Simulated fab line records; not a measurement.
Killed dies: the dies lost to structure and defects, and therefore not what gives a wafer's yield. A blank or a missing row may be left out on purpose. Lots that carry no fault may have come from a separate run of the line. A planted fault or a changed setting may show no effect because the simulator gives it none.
A struck lot beside a sound one | flow sky130 | 15 out of 708 route steps
Sound: these wafers, L147.2, L147.3, L147.4. Struck: wafer L159.1 (L159.4, L159.6, from the same lot, were not struck and are left out); the cause is given at the end.
Order at every step that has rows: each side's tool, ch and its chambers, its first start. Under that, the readings that differ: sound wafers | struck wafers | difference of the means | sigmas: that difference in standard deviations of wafers without a fault.
alike: words and numbers the same on both sides, and readings whose means are apart by under 2 such deviations; not compared: readings that were withheld, readings missing a value for some wafer, numbers with overlapping values and no deviation given by the record, and bounds like >300 which may hide the same value.
A row with sigmas, a row that says differs or no value, or rows on one side alone: a step with any of these is where the two part. Non-overlapping numbers with no deviation appear without sigmas and do not part them. A reading missing from all wafers of one side parts the sides only when that side holds two or more wafers.

first, 8 steps without rows for these wafers: SKY_FIELD_ISO_DEHYDRATE_05 (time 60 s); SKY_FIELD_ISO_HMDS_06 (prime time 60 s); SKY_FIELD_ISO_COAT_07 (resist thk 60 nm); SKY_FIELD_ISO_COAT_08 (resist thk 450 nm); SKY_FIELD_ISO_SOFTBAKE_09 (time 90 s); SKY_FIELD_ISO_EXPOSE_10 (exposes mask FOM, target cd 150 nm); SKY_FIELD_ISO_PEB_11; SKY_FIELD_ISO_DEVELOP_12 (develop time 60 s).
SKY_FIELD_ISO_CD_MEAS_13: target cd 150 nm.
  sound: cd-sem-02 at day 2 16:58; struck: cd-sem-02 at day 5 05:53
  reading    | sound             | struck | difference | sigmas
  cd-nm (nm) | 148.8 148.4 150.5 | 154.0  | +4.8       | +3
SKY_FIELD_ISO_ETCH_14: etches BARC in N2/H2, stops on SiO2, time 45.9 s, target depth 60 nm.
  sound on rie-diel-02 ch 0,2,3, day 2 17:04; struck on rie-diel-04 ch 3, day 5 06:00
  alike: drypump-motor-current-A, oes-product-au, run-length-s, throttle-valve-pct
  not compared: rf-hours-counter-h
SKY_FIELD_ISO_ETCH_15: etches the open film in CHF3/O2, stops on Si, target depth 180 nm, time 72 s.
  sound on rie-diel-02 ch 0,2,3, day 2 17:07; struck on rie-diel-04 ch 3, day 5 06:02
  alike: drypump-motor-current-A, oes-product-au, run-length-s, throttle-valve-pct
  not compared: rf-hours-counter-h
SKY_FIELD_ISO_STRIP_16: strips in O2/N2.
  sound on plasma-asher-01 ch 0,1, day 2 17:10; struck on plasma-asher-04 ch 0, day 5 06:06
  reading                     | sound       | struck | difference | sigmas
  drypump-motor-current-A (A) | 4.8 4.8 5.7 | 6.8    | +1.7       | +3
  alike: oes-product-au, strip-time-to-endpoint-s
  not compared: rf-hours-counter-h
SKY_FIELD_ISO_ETCH_17: etches Si in HBr/Cl2/O2, target depth 342 nm, time 97.7 s.
  sound on rie-si-01 ch 0,2,3, day 2 17:16; struck on rie-si-01 ch 0, day 5 06:12
  reading                               | sound             | struck | difference | sigmas
  run-length-s (s)                      | 126.2 127.4 126.1 | 130.1  | +3.5       | +9
  model.etch.depth-nm (nm)              | 340.3 341.5 342.1 | 359.4  | +18.1      |
  model.FIELD_ISO.feature-depth-nm (nm) | 340.3 341.5 342.1 | 359.4  | +18.1      |
  alike: HBr_flow_sccm, drypump-motor-current-A, oes-product-au, throttle-valve-pct
  not compared: rf-hours-counter-h
then, 1 step without rows for these wafers: SKY_FIELD_ISO_WET_ETCH_18 (etches Si3N4 in H3PO4, target depth 25 nm, time 286 s).
-- a jump in the record: the struck wafers' starts before and after are 44 days apart (it breaks off in module FIELD_ISO and resumes in module PAD_OPEN, where the first step shown is number 708 of the route) --
SKY_PAD_OPEN_PROBE_99:
  sound: prober-01 at day 46 04:11; struck: prober-01 at day 49 07:56
  reading                                 | sound                         | struck    | difference | sigmas
  killed-short                            | 45 50 40                      | 32        | -13        | -2
  model.etest.res_p_drift_20v.line-ohm-um | 1.103e+04 1.127e+04 1.115e+04 | 1.178e+04 | +6.300e+02 |
  model.etest.res_p_drift_20v.rs-ohm-sq   | 9207 9500 9463                | 9929      | +539       |
  model.etest.pfet_16v.r-on-ohm-um        | 1.534e+04 1.552e+04 1.56e+04  | 1.584e+04 | +3.533e+02 |
  model.etest.res-iso-pwell.rs-ohm-sq     | 3298 3375 3434                | 3474      | +105       |
  model.etest.res-iso-pwell.line-ohm-um   | 1273 1285 1311                | 1324      | +34        |
  model.etest.pfet_16v.drive-ua-um        | 244.1 243.3 243.8             | 240.1     | -3.6       |
  model.etest.cap-poly-to-well.c-af-um2   | 90.98 93.01 92.61             | 88.78     | -3.42      |
  model.etest.field-p.vt-v (V)            | -41.47 -41.89 -42.34          | -44.46    | -2.56      |
  alike: killed_at_M0_to_M3, killed_at_M4_up, killed-at-contacts, killed-at-front-end, killed-at-other, killed-dies, killed-on-rim, killed-open

WHERE THEY PART
At SKY_FIELD_ISO_CD_MEAS_13 first; at SKY_PAD_OPEN_PROBE_99 last (within this record only).

WHY: whatever the simulator had introduced
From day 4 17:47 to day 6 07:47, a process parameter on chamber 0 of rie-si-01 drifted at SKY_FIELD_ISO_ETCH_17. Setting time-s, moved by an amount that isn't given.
